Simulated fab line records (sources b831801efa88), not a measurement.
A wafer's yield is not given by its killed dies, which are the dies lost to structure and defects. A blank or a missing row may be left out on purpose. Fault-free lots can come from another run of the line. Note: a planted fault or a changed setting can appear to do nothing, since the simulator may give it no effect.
Matching of chambers ; flow sfq line ; cmp-01 running SFQ_TRILAYER_I3_CMP_CMP_082: 4 sister chambers
The step polishes SiO2. 4 wafers are shown with their chamber, then 8 later ones without.

## WAFERS PAIRED WITH THEIR CHAMBERS
wafer;chamber;motor current A (A)
L165.1;3;13.1
L165.4;1;9.7
L165.5;2;7.6
L166.2;0;8.4

## WAFERS WHOSE CHAMBER IS MISSING
wafer;motor current A (A)
L166.3;8.0
L166.4;13.1
L167.1;12.8
L167.3;7.8
L167.5;9.7
L168.1;8.9
L168.3;9.7
L168.6;9.5

## THE CHAMBER EACH PASSED THROUGH
wafer;from the rows above;in truth
L166.3;can't be placed: 0 or 2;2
L166.4;3;3
L167.1;3;3
L167.3;can't be placed: 2 or 0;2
L167.5;1;1
L168.1;can't be placed: 0 or 1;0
L168.3;1;1
L168.6;1;1
Placed correctly: 5 of 8. These rows do not allow placing 3 (true chamber among the candidates in 3). Wrongly placed: 0.
How it was worked out, from the rows above alone: a wafer's distance from a chamber is the root of the sum, over the readings, of the square of ((its reading less the chamber's mean) divided by the reading's scatter). If the next closest chamber is less than 2 further off than the closest, the wafer can't be placed; otherwise it belongs to the closest. The mean given for a chamber averages the wafers shown for that chamber. The scatter (one wafer shown for each chamber): square how far every hidden wafer sits from the nearest shown wafer, average those squares and take the square root.
